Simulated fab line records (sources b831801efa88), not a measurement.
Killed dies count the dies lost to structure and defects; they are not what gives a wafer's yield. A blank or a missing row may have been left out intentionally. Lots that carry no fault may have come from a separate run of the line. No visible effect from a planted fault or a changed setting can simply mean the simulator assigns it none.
fab line records	flow sky130
record lots=7	wafers=21	lastDay=50
route steps=708 shown VIA1@475 METAL2@483 PAD_OPEN@708
lots that met no fault: from a run of the same line without faults
startH: hours from the record's opening day to when the first of the lot's shown wafers began	waitH: how many hours have passed since the lot's step before this one	" unchanged from the row above	L1.1+2: one row covering several wafers at once	- no value present, or no start provided	* or withheld: withheld	< > ~ a bound
route shown NAME@n: NAME is a module with steps in the file, n the number in the route of the first one	usual: mean/standard deviation of fault-free wafers	same: alike in all rows	chamber/n: place in a boat	sites: readings site by site	_std_site: their standard deviation	_edge_site: the outer-site mean with the inner-site mean subtracted	radiusMm: for every site, how far away it sits from the centre of the wafer	mask NAME#n: copy n	behind: the tool/chamber that last shaped the wafer	hold: the reason the lot was held/the length of the hold in hours/how it ended	device: the n, p or np transistor that did not switch	end of line: at the end of the route, the tests of the same wafers	a step without rows: its recipe alone	killed: count of dies lost to structure and defects at first sort (not the wafer's yield)	map: the dies of a wafer, with x for killed, . for not killed, _ for no die there
set.NAME: the setting that was run; set.NAME@STEP: the one run at that earlier step	model.NAME: the simulator's own value behind a step, which no gauge read
certain route steps with their lots: each step a table, each wafer a row
services: from which hour (startH, from the record's first day; less than 0 if before it) a tool's chamber was out of use, for how many hours, and why
## steps
# step SKY_VIA1_STRIP_17
# recipe chemistry=postEtchResidueRemover	timeS=1200	tempC=72.5
# step SKY_VIA1_CLEAN_18
# recipe chemistry=IPA	timeS=180	tempC=25
# step SKY_VIA1_CLEAN_19
# recipe chemistry=O3/DIW	dry=n2Spin
# step SKY_VIA1_SPUTTER_20
# recipe material=TiN	targetThkNm=20	chamberPressurePa=5	powerW=4000	timeS=80
# step SKY_VIA1_CVD_21
# recipe material=W	targetThkNm=270	timeS=80.902	tempC=400	pressureTorr=40
# usual heaterPowerOuterW=492/24	heaterPowerW=839/45
lot.wafer	tool	chamber	startH	waitH	heaterPowerOuterW	heaterPowerW
L224.1	cvdW-02	0	874.51	0.0	495	806
L224.4	"	0	"	"	502	833
L224.5	"	1	"	"	516	915
L228.1	cvdW-01	0	921.51	0.0	457	768
L228.4	"	0	"	"	462	777
L228.5	"	0	"	"	448	775
L232.2	cvdW-02	1	931.54	0.0	514	901
L232.3	"	0	"	"	500	827
L232.4	"	1	"	"	526	907
L233.1	cvdW-02	1	935.75	0.0	533	903
L233.2	"	0	"	"	501	810
L233.4	"	0	"	"	497	810
L234.1	cvdW-01	0	951.14	0.0	453	783
L234.3	"	1	"	"	495	840
L234.6	"	1	"	"	488	865
L235.1	cvdW-01	0	957.68	0.0	454	765
L235.2	"	1	"	"	507	847
L235.3	"	0	"	"	460	785
L236.2	cvdW-02	1	966.22	0.0	544	934
L236.3	"	1	"	"	527	919
L236.4	"	0	"	"	501	814
# step SKY_VIA1_RS_MEAS_22
# recipe thkMeasGauge=four-point-probe	reads=W_of_VIA1_CVD_21+TiN_of_VIA1_SPUTTER_20
# usual VIA1_W_RS=0.428/0.0087
lot.wafer	tool	chamber	startH	waitH	VIA1_W_RS[ohm/sq]
L224.1	filmMetro-01	-	874.61	0.1	0.424
L224.4	"	-	"	"	0.430
L224.5	"	-	"	"	0.426
L228.1	filmMetro-03	-	921.61	0.1	0.429
L228.4	"	-	"	"	0.431
L228.5	"	-	"	"	0.421
L232.2	filmMetro-03	-	931.66	0.1	0.433
L232.3	"	-	"	"	0.428
L232.4	"	-	"	"	0.430
L233.1	filmMetro-03	-	935.84	0.1	0.427
L233.2	"	-	"	"	0.423
L233.4	"	-	"	"	0.423
L234.1	filmMetro-01	-	951.24	0.1	0.412
L234.3	"	-	"	"	0.427
L234.6	"	-	"	"	0.426
L235.1	filmMetro-03	-	957.78	0.1	0.408
L235.2	"	-	"	"	0.422
L235.3	"	-	"	"	0.406
L236.2	filmMetro-01	-	966.33	0.1	0.424
L236.3	"	-	"	"	0.431
L236.4	"	-	"	"	0.432
# step SKY_VIA1_THK_MEAS_23
# recipe thkMeasGauge=xrf	reads=W_of_VIA1_CVD_21
# usual VIA1_W_THK=275/6.1
lot.wafer	tool	chamber	startH	waitH	VIA1_W_THK[nm]
L224.1	filmMetro-01	-	874.73	0.1	279
L224.4	"	-	"	"	275
L224.5	"	-	"	"	278
L228.1	filmMetro-03	-	921.73	0.1	276
L228.4	"	-	"	"	275
L228.5	"	-	"	"	283
L232.2	filmMetro-03	-	931.77	0.1	273
L232.3	"	-	"	"	276
L232.4	"	-	"	"	277
L233.1	filmMetro-03	-	935.96	0.1	278
L233.2	"	-	"	"	280
L233.4	"	-	"	"	278
L234.1	filmMetro-01	-	951.36	0.1	284
L234.3	"	-	"	"	275
L234.6	"	-	"	"	277
L235.1	filmMetro-03	-	957.90	0.1	289
L235.2	"	-	"	"	279
L235.3	"	-	"	"	290
L236.2	filmMetro-01	-	966.44	0.1	278
L236.3	"	-	"	"	273
L236.4	"	-	"	"	271
# step SKY_VIA1_CMP_24
# recipe stopOn=SiO2	tOverpolishS=15	downForcePsi=3.5	platenRpm=60	targetThkNm=0	padVelocityMS=0.94248
# usual headPressurePsi=3.499/0.0076	motorCurrentA=11.6/0.94	overpolishRunS=15.001/0.0081	timeToEndpointS=65/4.2
lot.wafer	tool	chamber	startH	waitH	headPressurePsi	motorCurrentA	overpolishRunS	timeToEndpointS
L224.1	cmp-02	0	874.89	0.1	3.482	11.0	14.999	60
L224.4	"	1	"	"	3.506	12.4	14.991	69
L224.5	"	2	"	"	3.506	10.6	15.011	68
L228.1	cmp-01	1	921.79	0.1	3.482	12.7	15.015	70
L228.4	"	3	"	"	3.504	12.4	15.012	65
L228.5	"	1	"	"	3.490	12.5	14.988	71
L232.2	cmp-02	2	931.82	0.0	3.501	10.2	14.990	65
L232.4	"	3	"	"	3.494	11.1	15.000	61
L232.3	"	0	"	"	3.499	11.6	15.011	62
L233.2	cmp-02	2	936.07	0.1	3.498	10.6	15.001	67
L233.4	"	3	"	"	3.501	11.2	14.987	66
L233.1	"	0	"	"	3.502	11.4	14.981	61
L234.3	cmp-02	3	951.42	0.0	3.491	10.9	15.000	64
L234.1	"	1	"	"	3.504	12.3	15.012	74
L234.6	"	0	"	"	3.502	11.1	14.984	59
L235.2	cmp-02	1	957.96	0.0	3.486	12.2	15.007	73
L235.3	"	2	"	"	3.489	10.7	14.993	70
L235.1	"	0	"	"	3.510	11.2	14.999	63
L236.4	cmp-01	0	966.49	0.0	3.496	13.1	15.000	61
L236.2	"	1	"	"	3.494	12.4	15.004	71
L236.3	"	2	"	"	3.506	10.2	14.999	65
# step SKY_METAL2_SPUTTER_00
# recipe material=Ti	targetThkNm=15	powerW=3000	timeS=10	chamberPressurePa=0.4
# usual cathodeDcPowerW=3000.0/0.51	chamberPressurePa=0.4000/0.00079	throttleValvePct=29.4/0.65
lot.wafer	tool	chamber	startH	waitH	cathodeDcPowerW	chamberPressurePa	throttleValvePct
L224.1	pvdSputter-01	-	875.09	0.1	3000.2	0.4002	28.8
L224.4	"	-	"	"	2999.5	0.3999	30.2
L224.5	"	-	"	"	2999.5	0.4015	30.3
L228.1	pvdSputter-01	-	922.09	0.2	3000.1	0.3995	28.4
L228.4	"	-	"	"	2999.6	0.3993	30.1
L228.5	"	-	"	"	2999.9	0.4003	28.8
L232.2	pvdSputter-03	-	932.12	0.2	2999.3	0.3991	28.7
L232.3	"	-	"	"	3000.6	0.3998	29.9
L232.4	"	-	"	"	3000.5	0.3999	28.8
L233.1	pvdSputter-04	-	936.32	0.1	2999.5	0.3984	29.2
L233.2	"	-	"	"	3000.3	0.4006	29.2
L233.4	"	-	"	"	3000.5	0.4002	28.8
L234.1	pvdSputter-01	-	951.72	0.1	2999.8	0.3995	28.9
L234.3	"	-	"	"	2999.8	0.4006	30.5
L234.6	"	-	"	"	3000.0	0.4003	28.7
L235.1	pvdSputter-04	-	958.26	0.1	2999.3	0.3996	30.4
L235.2	"	-	"	"	3000.2	0.4014	28.9
L235.3	"	-	"	"	2999.3	0.3994	29.2
L236.2	pvdSputter-01	-	966.79	0.2	3000.3	0.3975	29.9
L236.3	"	-	"	"	3000.2	0.4003	30.6
L236.4	"	-	"	"	2999.6	0.4008	28.8
# step SKY_METAL2_SPUTTER_01
# recipe material=TiN	targetThkNm=20	powerW=6500	timeS=16.7	chamberPressurePa=0.4
# step SKY_METAL2_SPUTTER_02
# recipe material=AlCu	targetThkNm=250	powerW=10600	timeS=13.3	chamberPressurePa=0.4
# usual cathodeDcPowerW=10600/2	chamberPressurePa=0.4000/0.00079	throttleValvePct=29.4/0.66
lot.wafer	tool	chamber	startH	waitH	cathodeDcPowerW	chamberPressurePa	throttleValvePct
L224.1	pvdSputter-01	-	875.13	0.0	10600	0.3990	28.6
L224.4	"	-	"	"	10598	0.4009	29.9
L224.5	"	-	"	"	10597	0.4007	30.7
L228.1	pvdSputter-01	-	922.13	0.0	10602	0.3989	28.6
L228.4	"	-	"	"	10598	0.4009	30.3
L228.5	"	-	"	"	10599	0.4006	28.9
L232.2	pvdSputter-03	-	932.16	0.0	10597	0.3998	28.7
L232.3	"	-	"	"	10603	0.3996	29.7
L232.4	"	-	"	"	10601	0.3992	29.1
L233.1	pvdSputter-04	-	936.37	0.0	10603	0.3982	29.6
L233.2	"	-	"	"	10597	0.3997	29.3
L233.4	"	-	"	"	10601	0.4003	28.9
L234.1	pvdSputter-01	-	951.76	0.0	10600	0.3995	28.9
L234.3	"	-	"	"	10601	0.3990	30.6
L234.6	"	-	"	"	10600	0.3987	28.4
L235.1	pvdSputter-04	-	958.31	0.0	10599	0.3993	30.3
L235.2	"	-	"	"	10599	0.3996	28.9
L235.3	"	-	"	"	10599	0.3993	29.4
L236.2	pvdSputter-01	-	966.84	0.0	10598	0.4013	30.2
L236.3	"	-	"	"	10599	0.4001	30.6
L236.4	"	-	"	"	10601	0.4014	28.6
# step SKY_METAL2_SPUTTER_03
# recipe material=Ti	targetThkNm=5	powerW=3000	timeS=3.3	chamberPressurePa=0.4
# usual cathodeDcPowerW=3000.0/0.54	chamberPressurePa=0.4000/0.00074	throttleValvePct=29.4/0.65
lot.wafer	tool	chamber	startH	waitH	cathodeDcPowerW	chamberPressurePa	throttleValvePct
L224.1	pvdSputter-01	-	875.16	0.0	2999.4	0.4000	28.3
L224.4	"	-	"	"	2999.3	0.4002	29.9
L224.5	"	-	"	"	2999.6	0.3999	30.6
L228.1	pvdSputter-01	-	922.16	0.0	3000.3	0.3998	28.5
L228.4	"	-	"	"	3000.1	0.4002	30.0
L228.5	"	-	"	"	3000.0	0.4006	28.9
L232.2	pvdSputter-03	-	932.19	0.0	3000.2	0.4000	28.7
L232.3	"	-	"	"	3000.3	0.4006	29.9
L232.4	"	-	"	"	2999.9	0.4003	29.2
L233.1	pvdSputter-04	-	936.40	0.0	2999.4	0.4006	29.2
L233.2	"	-	"	"	2999.2	0.3984	29.5
L233.4	"	-	"	"	3000.1	0.4005	28.8
L234.1	pvdSputter-01	-	951.79	0.0	3000.2	0.4001	28.7
L234.3	"	-	"	"	2999.7	0.4000	30.4
L234.6	"	-	"	"	2999.7	0.3997	28.5
L235.1	pvdSputter-04	-	958.33	0.0	3000.4	0.4002	30.0
L235.2	"	-	"	"	2999.1	0.3993	28.9
L235.3	"	-	"	"	2998.9	0.4012	29.4
L236.2	pvdSputter-01	-	966.86	0.0	3000.8	0.3990	30.3
L236.3	"	-	"	"	3000.5	0.3996	30.5
L236.4	"	-	"	"	3000.8	0.3982	28.4
# step SKY_METAL2_SPUTTER_04
# recipe material=TiN	targetThkNm=70	powerW=6500	timeS=58.3	chamberPressurePa=0.4
# usual cathodeDcPowerW=6500.0/1.1	chamberPressurePa=0.4000/0.00086	throttleValvePct=29.4/0.62
lot.wafer	tool	chamber	startH	waitH	cathodeDcPowerW	chamberPressurePa	throttleValvePct
L224.1	pvdSputter-01	-	875.18	0.0	6498.9	0.3989	28.8
L224.4	"	-	"	"	6497.7	0.4015	29.5
L224.5	"	-	"	"	6498.0	0.3993	30.4
L228.1	pvdSputter-01	-	922.18	0.0	6501.1	0.3992	28.7
L228.4	"	-	"	"	6500.1	0.3998	30.1
L228.5	"	-	"	"	6498.1	0.4002	28.7
L232.2	pvdSputter-03	-	932.21	0.0	-	-	-
L232.3	"	-	"	"	-	-	-
L232.4	"	-	"	"	-	-	-
L233.1	pvdSputter-04	-	936.41	0.0	-	-	-
L233.2	"	-	"	"	-	-	-
L233.4	"	-	"	"	-	-	-
L234.1	pvdSputter-01	-	951.81	0.0	-	-	-
L234.3	"	-	"	"	-	-	-
L234.6	"	-	"	"	-	-	-
L235.1	pvdSputter-04	-	958.35	0.0	6500.7	0.4001	30.3
L235.2	"	-	"	"	6500.3	0.3999	29.2
L235.3	"	-	"	"	6498.0	0.3987	29.4
L236.2	pvdSputter-01	-	966.88	0.0	6499.3	0.4001	30.2
L236.3	"	-	"	"	6499.0	0.3995	30.5
L236.4	"	-	"	"	6498.9	0.4001	28.3
# step SKY_METAL2_RS_MEAS_05
# recipe thkMeasGauge=four-point-probe	reads=TiN_of_METAL2_SPUTTER_04+Ti_of_METAL2_SPUTTER_03+AlCu_of_METAL2_SPUTTER_02+TiN_of_METAL2_SPUTTER_01+Ti_of_METAL2_SPUTTER_00
# usual METAL2_ALCU_RS=0.1269/0.0018
lot.wafer	tool	chamber	startH	waitH	METAL2_ALCU_RS[ohm/sq]
L224.1	filmMetro-02	-	875.23	0.0	0.1275
L224.4	"	-	"	"	0.1275
L224.5	"	-	"	"	0.1251
L228.1	filmMetro-03	-	922.23	0.0	0.1270
L228.4	"	-	"	"	0.1278
L228.5	"	-	"	"	0.1262
L232.2	filmMetro-03	-	932.27	0.0	0.1278
L232.3	"	-	"	"	0.1247
L232.4	"	-	"	"	0.1283
L233.1	filmMetro-02	-	936.46	0.0	0.1332
L233.2	"	-	"	"	0.1315
L233.4	"	-	"	"	0.1310
L234.1	filmMetro-02	-	951.86	0.0	0.1262
L234.3	"	-	"	"	0.1255
L234.6	"	-	"	"	0.1268
L235.1	filmMetro-02	-	958.40	0.0	0.1269
L235.2	"	-	"	"	0.1282
L235.3	"	-	"	"	0.1285
L236.2	filmMetro-02	-	966.95	0.0	0.1264
L236.3	"	-	"	"	0.1246
L236.4	"	-	"	"	0.1265
# step SKY_METAL2_THK_MEAS_06
# recipe thkMeasGauge=xrf	reads=AlCu_of_METAL2_SPUTTER_02
# usual METAL2_ALCU_THK=245/3.6
lot.wafer	tool	chamber	startH	waitH	METAL2_ALCU_THK[nm]
L224.1	filmMetro-02	-	875.35	0.1	244
L224.4	"	-	"	"	246
L224.5	"	-	"	"	251
L228.1	filmMetro-03	-	922.35	0.1	245
L228.4	"	-	"	"	246
L228.5	"	-	"	"	249
L232.2	filmMetro-03	-	932.38	0.1	282
L232.3	"	-	"	"	290
L232.4	"	-	"	"	283
L233.1	filmMetro-02	-	936.58	0.1	271
L233.2	"	-	"	"	274
L233.4	"	-	"	"	273
L234.1	filmMetro-02	-	951.98	0.1	286
L234.3	"	-	"	"	287
L234.6	"	-	"	"	284
L235.1	filmMetro-02	-	958.52	0.1	246
L235.2	"	-	"	"	241
L235.3	"	-	"	"	242
L236.2	filmMetro-02	-	967.06	0.1	247
L236.3	"	-	"	"	248
L236.4	"	-	"	"	246
# step SKY_METAL2_DEHYDRATE_07
# recipe tempC=200	timeS=60
# step SKY_PAD_OPEN_PROBE_99
# usual defectLimitedYield=82.4/1.9	killed_at_M0_to_M3=44/6.5	killed_at_M4_up=2.9/1.7	killedAtContacts=24/5.7	killedAtFrontEnd=16/4.4	killedAtOther=0.2/0.48	killedDies=87/9.6	killedOnRim=17/3.8	killedOpen=48/6.7	killedShort=38/6.2
# same grossDies=492	killedAtBackSide=0
lot.wafer	tool	chamber	startH	waitH	defectLimitedYield[%]	killed_at_M0_to_M3	killed_at_M4_up	killedAtContacts	killedAtFrontEnd	killedAtOther	killedDies	killedOnRim	killedOpen	killedShort	model.etest.via2Chain.rcOhm
L224.1	prober-01	-	1142.35	0.1	83.9	43	3	24	8	1	79	15	45	34	11.04
L224.4	prober-01	-	1142.50	0.2	84.8	36	3	24	12	0	75	13	49	26	11.13
L224.5	prober-01	-	1142.55	0.2	83.7	34	5	30	11	0	80	18	48	32	10.38
L228.1	prober-01	-	1176.17	0.1	82.5	43	2	21	20	0	86	12	44	42	9.493
L228.4	prober-01	-	1176.32	0.2	83.7	47	2	15	16	0	80	15	43	37	9.777
L228.5	prober-01	-	1176.37	0.2	82.7	48	0	19	18	0	85	14	46	39	10.34
L232.2	prober-01	-	1182.34	0.1	81.3	46	4	20	22	0	92	20	47	45	17.07
L232.3	prober-01	-	1182.39	0.2	81.5	48	7	20	16	0	91	15	50	41	16.87
L232.4	prober-01	-	1182.44	0.2	85.2	34	4	19	16	0	73	10	40	33	15.05
L233.1	prober-01	-	1185.48	0.1	83.3	46	1	21	14	0	82	16	47	35	17.16
L233.2	prober-01	-	1185.53	0.1	82.3	43	3	23	17	1	87	14	46	41	16.27
L233.4	prober-01	-	1185.63	0.2	81.9	45	6	27	10	1	89	23	48	41	15.67
L234.1	prober-02	-	1198.14	0.1	82.9	47	0	21	16	0	84	15	49	35	16.88
L234.3	prober-02	-	1198.24	0.2	82.1	44	5	24	15	0	88	22	45	41	17.16
L234.6	prober-02	-	1198.39	0.2	82.7	44	3	22	16	0	85	15	47	38	16.11
L235.1	prober-01	-	1200.93	0.1	86.4	27	7	26	7	0	67	13	35	30	9.232
L235.2	prober-01	-	1200.98	0.1	85.0	41	3	17	12	1	74	14	42	32	9.42
L235.3	prober-01	-	1201.03	0.2	85.2	37	2	21	13	0	73	15	37	36	9.5
L236.2	prober-02	-	1203.78	0.1	83.5	46	1	23	11	0	81	15	46	35	10.29
L236.3	prober-02	-	1203.83	0.2	81.1	49	4	21	18	1	93	18	49	43	9.973
L236.4	prober-02	-	1203.88	0.2	82.7	45	2	24	14	0	85	13	51	34	10.13
# killed by level:class
L224.1 VIA1:geometricParticle:open=13 CONTACT:geometricParticle:open=12 VIA2:geometricParticle:open=10 METAL1:geometricParticle:short=5 VIA3:geometricParticle:open=5 LOCAL_INTERCONNECT:geometricParticle:short=4 CONTACT:geometricParticle:short=4 VIA1:geometricParticle:short=4
L224.4 CONTACT:geometricParticle:open=10 VIA1:geometricParticle:open=9 VIA2:geometricParticle:open=8 LI_CONTACT:geometricParticle:open=7 VIA3:geometricParticle:open=7 CONTACT:geometricParticle:short=5 FIELD_ISO:geometricParticle:short=4 POLY_GATE:geometricParticle:open=4
L224.5 CONTACT:geometricParticle:open=12 VIA3:geometricParticle:open=11 LI_CONTACT:geometricParticle:open=10 LOCAL_INTERCONNECT:geometricParticle:short=6 POLY_GATE:geometricParticle:short=5 VIA2:geometricParticle:open=5 VIA1:geometricParticle:short=4 VIA1:geometricParticle:open=3
L228.1 CONTACT:geometricParticle:open=10 FIELD_ISO:geometricParticle:open=8 METAL1:geometricParticle:short=8 VIA1:geometricParticle:open=8 CONTACT:geometricParticle:short=5 LI_CONTACT:geometricParticle:open=5 METAL2:geometricParticle:short=5 METAL3:geometricParticle:short=5
L228.4 VIA2:geometricParticle:open=9 VIA1:geometricParticle:open=7 CONTACT:geometricParticle:open=6 VIA3:geometricParticle:open=6 POLY_GATE:geometricParticle:short=5 METAL2:geometricParticle:short=5 METAL1:geometricParticle:short=5 VIA1:geometricParticle:short=5
L228.5 VIA1:geometricParticle:open=14 VIA3:geometricParticle:open=8 CONTACT:geometricParticle:open=6 VIA2:geometricParticle:short=6 POLY_GATE:geometricParticle:short=5 LI_CONTACT:geometricParticle:open=5 CONTACT:geometricParticle:short=5 VIA1:geometricParticle:short=5
L232.2 METAL2:geometricParticle:short=7 METAL1:geometricParticle:short=7 VIA1:geometricParticle:open=7 CONTACT:geometricParticle:open=6 VIA3:geometricParticle:open=6 VIA2:geometricParticle:open=5 POLY_GATE:geometricParticle:short=5 LOCAL_INTERCONNECT:geometricParticle:short=5
L232.3 VIA1:geometricParticle:open=16 LI_CONTACT:geometricParticle:open=6 VIA2:geometricParticle:open=6 METAL4:geometricParticle:short=6 METAL2:geometricParticle:short=5 CONTACT:geometricParticle:open=5 METAL3:geometricParticle:short=5 POLY_GATE:geometricParticle:open=4
L232.4 LI_CONTACT:geometricParticle:open=8 VIA2:geometricParticle:open=7 METAL2:geometricParticle:short=6 VIA3:geometricParticle:open=6 POLY_GATE:geometricParticle:short=5 CONTACT:geometricParticle:open=5 VIA1:geometricParticle:open=5 FIELD_ISO:geometricParticle:open=3
L233.1 VIA2:geometricParticle:open=9 VIA3:geometricParticle:open=8 CONTACT:geometricParticle:open=7 LI_CONTACT:geometricParticle:open=6 VIA1:geometricParticle:open=5 METAL2:geometricParticle:short=5 POLY_GATE:geometricParticle:open=4 VIA1:geometricParticle:short=4
L233.2 VIA1:geometricParticle:open=14 LI_CONTACT:geometricParticle:open=9 POLY_GATE:geometricParticle:short=6 CONTACT:geometricParticle:short=6 VIA2:geometricParticle:open=6 VIA1:geometricParticle:short=5 METAL1:geometricParticle:short=5 VIA2:geometricParticle:short=5
L233.4 CONTACT:geometricParticle:open=12 VIA3:geometricParticle:open=8 VIA1:geometricParticle:open=7 LI_CONTACT:geometricParticle:open=6 VIA2:geometricParticle:short=5 VIA2:geometricParticle:open=5 METAL4:geometricParticle:short=5 POLY_GATE:geometricParticle:open=4
L234.1 VIA1:geometricParticle:open=12 CONTACT:geometricParticle:open=9 LI_CONTACT:geometricParticle:open=6 METAL1:geometricParticle:short=6 VIA3:geometricParticle:open=6 FIELD_ISO:geometricParticle:short=5 VIA2:geometricParticle:open=5 METAL2:geometricParticle:short=5
L234.3 VIA1:geometricParticle:open=9 CONTACT:geometricParticle:open=8 METAL2:geometricParticle:short=8 LI_CONTACT:geometricParticle:open=6 VIA1:geometricParticle:short=6 POLY_GATE:geometricParticle:short=5 VIA3:geometricParticle:open=5 CONTACT:geometricParticle:short=5
L234.6 VIA1:geometricParticle:open=10 VIA3:geometricParticle:open=10 CONTACT:geometricParticle:open=9 POLY_GATE:geometricParticle:short=6 METAL1:geometricParticle:short=6 LOCAL_INTERCONNECT:geometricParticle:short=5 METAL3:geometricParticle:short=5 VIA2:geometricParticle:open=5
L235.1 CONTACT:geometricParticle:open=14 VIA2:geometricParticle:open=7 LI_CONTACT:geometricParticle:open=5 METAL4:geometricParticle:short=5 VIA1:geometricParticle:short=5 CONTACT:geometricParticle:short=4 FIELD_ISO:geometricParticle:open=3 METAL1:geometricParticle:short=3
L235.2 VIA1:geometricParticle:open=10 VIA2:geometricParticle:open=7 CONTACT:geometricParticle:open=6 METAL1:geometricParticle:short=6 VIA3:geometricParticle:open=5 METAL2:geometricParticle:short=5 FIELD_ISO:geometricParticle:open=4 FIELD_ISO:geometricParticle:short=3
L235.3 CONTACT:geometricParticle:open=11 METAL2:geometricParticle:short=11 VIA1:geometricParticle:open=7 CONTACT:geometricParticle:short=4 METAL3:geometricParticle:short=4 VIA2:geometricParticle:open=4 VIA3:geometricParticle:open=4 FIELD_ISO:geometricParticle:open=3
L236.2 VIA1:geometricParticle:open=12 CONTACT:geometricParticle:open=8 VIA2:geometricParticle:short=6 VIA3:geometricParticle:open=5 LI_CONTACT:geometricParticle:open=5 CONTACT:geometricParticle:short=5 VIA1:geometricParticle:short=5 VIA2:geometricParticle:open=5
L236.3 LI_CONTACT:geometricParticle:open=11 METAL1:geometricParticle:short=10 POLY_GATE:geometricParticle:short=8 VIA2:geometricParticle:open=8 VIA1:geometricParticle:open=7 CONTACT:geometricParticle:open=6 METAL2:geometricParticle:short=5 VIA2:geometricParticle:short=4
L236.4 METAL1:geometricParticle:short=10 VIA1:geometricParticle:open=10 LI_CONTACT:geometricParticle:open=9 CONTACT:geometricParticle:open=8 FIELD_ISO:geometricParticle:open=5 METAL3:geometricParticle:short=5 POLY_GATE:geometricParticle:open=5 CONTACT:geometricParticle:short=4
## services
tool	chamber	startH	hours	kind
cmp-01	-	856.68	1.1	repair
pvdSputter-03	-	857.44	0.9	repair
cvdW-02	-	875.88	1.3	repair
cmp-02	-	900.34	5.1	repair
cvdW-01	-	904.00	14.0	pm
cvdW-01	0	904.00	14.0	ventCycle
cvdW-01	1	904.00	14.0	ventCycle
cvdW-02	1	905.07	6.9	repair
pvdSputter-04	-	910.02	4.1	repair
pvdSputter-03	0	923.99	-	consumableReplace:kit
pvdSputter-03	0	923.99	18.0	scheduledDown
pvdSputter-03	0	923.99	18.0	ventCycle
cmp-02	-	924.73	4.0	pm
cmp-02	-	928.73	-	consumableReplace:conditioner
cmp-02	-	928.73	-	consumableReplace:pad
pvdSputter-03	-	933.42	75.8	repair
cvdW-01	1	939.89	4.4	repair
pvdSputter-01	-	940.61	2.3	repair
pvdSputter-03	-	942.90	1.0	repair
pvdSputter-04	1	944.22	-	consumableReplace:kit
pvdSputter-04	1	944.22	18.0	scheduledDown
pvdSputter-04	1	944.22	18.0	ventCycle
cmp-01	-	951.59	1.4	repair
pvdSputter-03	-	955.82	7.4	repair
## key
firstSign step=SKY_METAL2_SPUTTER_04	reading=toolRecord	direction=missing
effect step=SKY_METAL2_THK_MEAS_06	reading=METAL2_ALCU_THK	direction=up	sigmas=9.8	usual=245	struck=281
modelEffect step=SKY_PAD_OPEN_PROBE_99	value=etest.via2Chain.rcOhm	without=10.37	struck=16.47
metAt SKY_METAL2_SPUTTER_04
struckWafers L232.2,L232.3,L232.4,L233.1,L233.2,L233.4,L234.1,L234.3,L234.6
onsetBetween 922.18 932.21
fault kind=skippedStepWhole	tool=pvdSputter-01,pvdSputter-03,pvdSputter-04	chamber=-	onsetH=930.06	steps=SKY_METAL2_SPUTTER_04	scope=struckLotsOnly
